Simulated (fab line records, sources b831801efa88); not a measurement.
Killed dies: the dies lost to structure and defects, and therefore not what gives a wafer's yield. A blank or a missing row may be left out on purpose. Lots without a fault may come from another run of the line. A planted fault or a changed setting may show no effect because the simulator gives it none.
Matching of chambers / flow sky130 / 4 sister chambers for SKY_SONOS_ONO_ETCH_15 on rie-diel-04
The step etches the open film in CHF3/O2, target depth 19.52 nm, time 7.8 s. 4 wafers are shown with their chamber, then 7 later ones without.

== EACH WAFER AND ITS CHAMBER ==
wafer=L835.6; chamber=1; drypump-motor-current-A (A)=5.3
wafer=L842.4; chamber=3; drypump-motor-current-A (A)=6.3
wafer=L842.6; chamber=0; drypump-motor-current-A (A)=5.7
wafer=L843.5; chamber=2; drypump-motor-current-A (A)=5.8

== WAFERS WITHOUT THEIR CHAMBER ==
wafer=L843.6; drypump-motor-current-A (A)=6.3
wafer=L848.2; drypump-motor-current-A (A)=5.7
wafer=L848.4; drypump-motor-current-A (A)=6.2
wafer=L848.6; drypump-motor-current-A (A)=5.2
wafer=L851.1; drypump-motor-current-A (A)=5.7
wafer=L851.4; drypump-motor-current-A (A)=5.7
wafer=L851.6; drypump-motor-current-A (A)=5.7

== CHAMBER TAKEN BY EACH ==
wafer=L843.6; from the rows above=3; in truth=3
wafer=L848.2; from the rows above=can't be placed: 0 or 2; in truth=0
wafer=L848.4; from the rows above=3; in truth=3
wafer=L848.6; from the rows above=1; in truth=1
wafer=L851.1; from the rows above=can't be placed: 0 or 2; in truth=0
wafer=L851.4; from the rows above=can't be placed: 0 or 2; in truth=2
wafer=L851.6; from the rows above=can't be placed: 0 or 2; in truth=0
Correctly placed: 3 of 7. Cannot be placed on the basis of these rows: 4; the candidates contain the true chamber in 4. Number placed wrongly: 0.
How it was worked out, from the rows above alone: a wafer's distance from a chamber is the root of the sum, over the readings, of the square of ((its reading less the chamber's mean) divided by the reading's scatter). If the next closest chamber is less than 2 further off than the closest, the wafer can't be placed; otherwise it belongs to the closest. For every chamber, the mean is computed from those of its wafers that are shown. The scatter (one wafer shown for each chamber): square how far every hidden wafer sits from the nearest shown wafer, average those squares and take the square root.
